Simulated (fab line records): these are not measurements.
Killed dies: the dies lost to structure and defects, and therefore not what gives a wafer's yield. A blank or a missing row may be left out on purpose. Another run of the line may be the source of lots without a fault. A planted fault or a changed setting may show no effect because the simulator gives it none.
The same fault as seen by 2 desks + flow gf180mcu + each desk holds nothing but its own numbers, with what lay behind them at the end

THE METROLOGY DESK
Means of the sampled wafers that have a number, per lot and without regard to the tool the lot ran on: this is what the gauges read. Any lot whose mean is over 4 standard deviations away from the usual mean is out of limits and marked OUT; that distance is given in the brackets.
Columns: A = V5_OVL at GF_V5_OVL_MEAS_15, usual -2 nm; B = V5_W_RS at GF_V5_RS_MEAS_24, usual 0.329 ohm/sq; C = V5_W_THK at GF_V5_THK_MEAS_25, usual 360 nm
| lot  | first seen here | A  | B     | C   |
|------|-----------------|----|-------|-----|
| L636 | day 28 11:40    | -8 | 0.330 | 364 |
| L641 | day 29 18:07    | 2  | 0.331 | 354 |
| L643 | day 30 07:05    | -5 | 0.329 | 362 |
| L651 | day 32 13:27    | -2 | 0.322 | 362 |
| L653 | day 32 21:03    | -9 | 0.328 | 365 |
| L654 | day 33 05:52    | 1  | 0.332 | 355 |
This desk's finding: nothing out of limits on any of the 6 lots.

DESK OF THE TOOL OWNER: pvd_sputter-04
The tool's own readings at GF_TOP_METAL_SPUTTER_00 (material Ti, target thk 37.5 nm, time 150 s): means of the sampled wafers that have a number, for each lot that ran on this tool. Any lot whose mean is over 4 standard deviations away from the usual mean is out of limits and marked OUT; that distance is given in the brackets.
Columns: A = throttle_valve_pct at GF_TOP_METAL_SPUTTER_00, usual 30.3 %
| lot  | first seen here | A    |
|------|-----------------|------|
| L641 | day 29 19:32    | 30.0 |
| L643 | day 30 08:34    | 30.1 |
| L654 | day 33 07:17    | 30.1 |
This desk's finding: nothing out of limits on any of the 3 lots.

BROUGHT TOGETHER
Nothing out of limits was seen by the metrology desk.
Nothing out of limits was seen by the tool owner's desk.

WHAT THE SIMULATOR HAD INSERTED
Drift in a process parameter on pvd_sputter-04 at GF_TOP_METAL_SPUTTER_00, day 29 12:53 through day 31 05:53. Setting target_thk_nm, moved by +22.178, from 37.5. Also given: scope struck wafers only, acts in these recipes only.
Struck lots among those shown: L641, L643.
